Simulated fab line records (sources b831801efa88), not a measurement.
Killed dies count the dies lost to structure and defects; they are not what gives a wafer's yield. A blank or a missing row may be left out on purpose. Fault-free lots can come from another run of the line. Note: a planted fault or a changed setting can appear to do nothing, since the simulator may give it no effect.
Matching of chambers || flow gf180mcu || GF_PASSIVATION_CVD_00 on pecvd-04: 3 sister chambers
The step deposits SiO2 from TEOS, target thk 1000 nm, time 111.95 s. 3 wafers are shown with their chamber, then 7 later ones without.

WAFERS, EACH WITH ITS CHAMBER
{"wafer": "L155.1", "chamber": 0, "heater-power-outer-w (W)": 449}
{"wafer": "L156.2", "chamber": 2, "heater-power-outer-w (W)": 383}
{"wafer": "L156.4", "chamber": 1, "heater-power-outer-w (W)": 265}

WAFERS WHOSE CHAMBER IS MISSING
{"wafer": "L156.6", "heater-power-outer-w (W)": 434}
{"wafer": "L172.2", "heater-power-outer-w (W)": 429}
{"wafer": "L172.4", "heater-power-outer-w (W)": 356}
{"wafer": "L172.6", "heater-power-outer-w (W)": 459}
{"wafer": "L174.1", "heater-power-outer-w (W)": 418}
{"wafer": "L174.3", "heater-power-outer-w (W)": 409}
{"wafer": "L174.5", "heater-power-outer-w (W)": 451}

EACH ONE'S CHAMBER
{"wafer": "L156.6", "from the rows above": "can't be placed: 0 or 2", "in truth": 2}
{"wafer": "L172.2", "from the rows above": "can't be placed: 0 or 2", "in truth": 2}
{"wafer": "L172.4", "from the rows above": 2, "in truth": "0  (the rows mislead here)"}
{"wafer": "L172.6", "from the rows above": 0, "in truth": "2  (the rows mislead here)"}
{"wafer": "L174.1", "from the rows above": "can't be placed: 0 or 2", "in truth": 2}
{"wafer": "L174.3", "from the rows above": "can't be placed: 2 or 0", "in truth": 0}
{"wafer": "L174.5", "from the rows above": 0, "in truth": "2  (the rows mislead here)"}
0 of 7 placed correctly. Not placeable from these rows: 4 (in 4, the candidates include the true chamber). Number placed wrongly: 3.
How it was worked out, from the rows above alone: a wafer's distance from a chamber is the root of the sum, over the readings, of the square of ((its reading less the chamber's mean) divided by the reading's scatter). If the next closest chamber is less than 2 further off than the closest, the wafer can't be placed; otherwise it belongs to the closest. Each chamber's mean is taken over the wafers shown for it. The scatter: with one shown wafer a chamber, the root of the mean of the squares of how far each hidden wafer lies from its nearest shown one.
